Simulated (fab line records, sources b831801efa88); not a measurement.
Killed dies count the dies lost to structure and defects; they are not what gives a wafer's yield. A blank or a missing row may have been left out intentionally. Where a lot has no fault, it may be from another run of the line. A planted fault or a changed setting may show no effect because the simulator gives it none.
What tool caused it?	flow sky130	Sampling: 6 lots, 18 wafers, 2 of 708 route steps

WHAT EACH GAUGE READ, for each wafer
SKY_SONOS_ONO_THK_MEAS_01.
lot	measured	on	SONOS_ONO_OXIDATION_THK (nm)
L274	day 12 10:01	filmMetro-03	2.64 2.56 2.67
L278	day 12 23:47	filmMetro-03	2.52 2.52 2.60
L280	day 13 12:28	filmMetro-03	2.52 2.55 2.53
L285	day 15 03:26	filmMetro-03	3.10 3.13 3.08
L294	day 18 11:44	filmMetro-02	2.57 2.49 2.52
L297	day 19 13:58	filmMetro-03	2.57 2.56 2.59

WHICH TOOL RAN EACH LOT (tool, then ch and the chambers of the sampled wafers, then the start)
lot	SKY_SONOS_ONO_OXIDATION_00
L274	furnace-02 ch 0, day 12 08:39
L278	furnace-01 ch 0, day 12 22:26
L280	furnace-02 ch 0, day 13 11:07
L285	furnace-01 ch 0, day 15 02:05
L294	furnace-02 ch 0, day 18 10:22
L297	furnace-01 ch 0, day 19 12:37
- SKY_SONOS_ONO_OXIDATION_00: stabilise 600 s, purge 300 s, target thk 2.6 nm.

THE ANSWER, worked out from the rows above alone
Rule: the lots themselves supply what counts as usual. The widest of any qualifying gaps counts: lots, ordered by their means at a reading, are off when they make up no more than a third of the lots, leave a main group of 4 or more, and stand apart from it by 3 or more times the standard deviation of that group's means. The tables above print the reading to a certain number of digits; a main group whose means all agree to those digits is not used. Also off: a lot with no number at a reading for which 4 or more lots have one. Where the step has rows for the other lots, those lots are counted as sound.
Off: L285, at SKY_SONOS_ONO_THK_MEAS_01 (SONOS_ONO_OXIDATION_THK). Mean 2.56 nm and standard deviation 0.035 in the main group.
A tool fits if, at a process step before that reading, it ran every lot that is off, and no sound lot after the first of them. Those tools and the gauges at SKY_SONOS_ONO_THK_MEAS_01 are tried in the same way. No candidate that was tried fits.

WHAT THE SIMULATOR PUT IN
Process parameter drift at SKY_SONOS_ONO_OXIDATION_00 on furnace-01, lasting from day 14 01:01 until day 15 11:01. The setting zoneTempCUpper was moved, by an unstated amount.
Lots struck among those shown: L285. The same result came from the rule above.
